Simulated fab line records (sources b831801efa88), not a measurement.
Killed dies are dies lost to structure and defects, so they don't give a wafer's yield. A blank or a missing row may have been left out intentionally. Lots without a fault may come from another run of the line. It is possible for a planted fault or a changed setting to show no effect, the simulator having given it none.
Chamber matching / flow sky130 / rie diel-03 running SKY_METAL3_ETCH_17: 4 sister chambers
The step etches SiO2 in C4F8/O2/Ar, stops on TiN, time 3.9 s, target depth 15 nm. 4 wafers are shown with their chamber, then 7 later ones without.

## WAFERS PAIRED WITH THEIR CHAMBERS
wafer=L083.1; chamber=3; oes product au (a.u.)=0.758
wafer=L083.5; chamber=1; oes product au (a.u.)=0.759
wafer=L086.1; chamber=2; oes product au (a.u.)=0.750
wafer=L086.2; chamber=0; oes product au (a.u.)=0.749

## WAFERS WHOSE CHAMBER IS MISSING
wafer=L086.6; oes product au (a.u.)=0.752
wafer=L088.2; oes product au (a.u.)=0.754
wafer=L088.3; oes product au (a.u.)=0.753
wafer=L088.5; oes product au (a.u.)=0.748
wafer=L091.4; oes product au (a.u.)=0.744
wafer=L091.5; oes product au (a.u.)=0.754
wafer=L091.6; oes product au (a.u.)=0.754

## WHICH CHAMBER EACH WENT THROUGH
wafer=L086.6; from the rows above=can't be placed: 2 or 0 or 3 or 1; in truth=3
wafer=L088.2; from the rows above=can't be placed: 2 or 3 or 0 or 1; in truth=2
wafer=L088.3; from the rows above=can't be placed: 2 or 0 or 3 or 1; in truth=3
wafer=L088.5; from the rows above=can't be placed: 0 or 2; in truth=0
wafer=L091.4; from the rows above=can't be placed: 0 or 2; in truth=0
wafer=L091.5; from the rows above=can't be placed: 2 or 3 or 0 or 1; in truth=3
wafer=L091.6; from the rows above=can't be placed: 2 or 3 or 0 or 1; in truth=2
Correctly placed: 0 of 7. Unplaceable from these rows: 7, with the true chamber sitting among the candidates in 7. 0 placed wrongly.
How it was worked out, from the rows above alone: a wafer's distance from a chamber is the root of the sum, over the readings, of the square of ((its reading less the chamber's mean) divided by the reading's scatter). The wafer belongs to the nearest chamber; if the next one is less than 2 further off, it can't be placed. A chamber's mean is the mean of its shown wafers. The scatter: root of mean squared gap, hidden wafer to nearest shown wafer, with one shown wafer a chamber.
